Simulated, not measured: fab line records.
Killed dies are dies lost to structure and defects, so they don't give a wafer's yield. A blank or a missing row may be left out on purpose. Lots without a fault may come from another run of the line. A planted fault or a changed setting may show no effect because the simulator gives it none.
Chamber matching -- flow sky130 -- 3 sister chambers for SKY_FIELD_ISO_CVD_24 on hdpcvd-02
The step deposits SiO2, target thk 595 nm, time 99.2 s. 16 wafers are shown with their chamber, then 8 later ones without.

## WAFERS, EACH WITH ITS CHAMBER
wafer,chamber,susceptorTempC (C)
L865.1,1,649.9
L865.4,1,650.2
L865.5,0,650.4
L867.1,2,649.5
L867.4,1,650.1
L867.6,0,650.4
L868.1,2,650.4
L868.5,2,649.9
L868.6,1,650.3
L869.1,2,650.4
L869.2,0,649.7
L869.3,1,650.3
L871.2,1,649.7
L871.5,1,649.9
L871.6,2,649.2
L880.3,1,649.9

SIGNATURES, as means of the wafers listed above
reading,chamber 0,chamber 1,chamber 2,scatter within a chamber
susceptorTempC,650.167,650.038,649.880,0.373
Rule: for each reading, subtract the chamber's mean from the wafer's reading, divide by that reading's scatter and square the result; add these up over the readings and take the root, which gives the wafer's distance from the chamber. If the next closest chamber is less than 2 further off than the closest, the wafer can't be placed; otherwise it belongs to the closest. The scatter is the square root of a quotient: the sum, over the shown wafers, of each reading's squared deviation from its chamber's mean, divided by wafers minus chambers.

## WAFERS WITH NO CHAMBER GIVEN
wafer,susceptorTempC (C)
L880.5,649.6
L880.6,649.6
L881.2,649.9
L881.3,649.7
L881.6,650.1
L883.1,649.6
L883.5,649.9
L883.6,650.0

## WHICH CHAMBER EACH ONE RAN IN
wafer,from the rows above,in truth
L880.5,can't be placed: 2 or 1 or 0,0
L880.6,can't be placed: 2 or 1 or 0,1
L881.2,can't be placed: 2 or 1 or 0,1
L881.3,can't be placed: 2 or 1 or 0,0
L881.6,can't be placed: 1 or 0 or 2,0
L883.1,can't be placed: 2 or 1 or 0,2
L883.5,can't be placed: 2 or 1 or 0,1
L883.6,can't be placed: 1 or 2 or 0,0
0 of 8 placed correctly. These rows do not allow placing 8 (true chamber among the candidates in 8). Wrongly placed: 0.
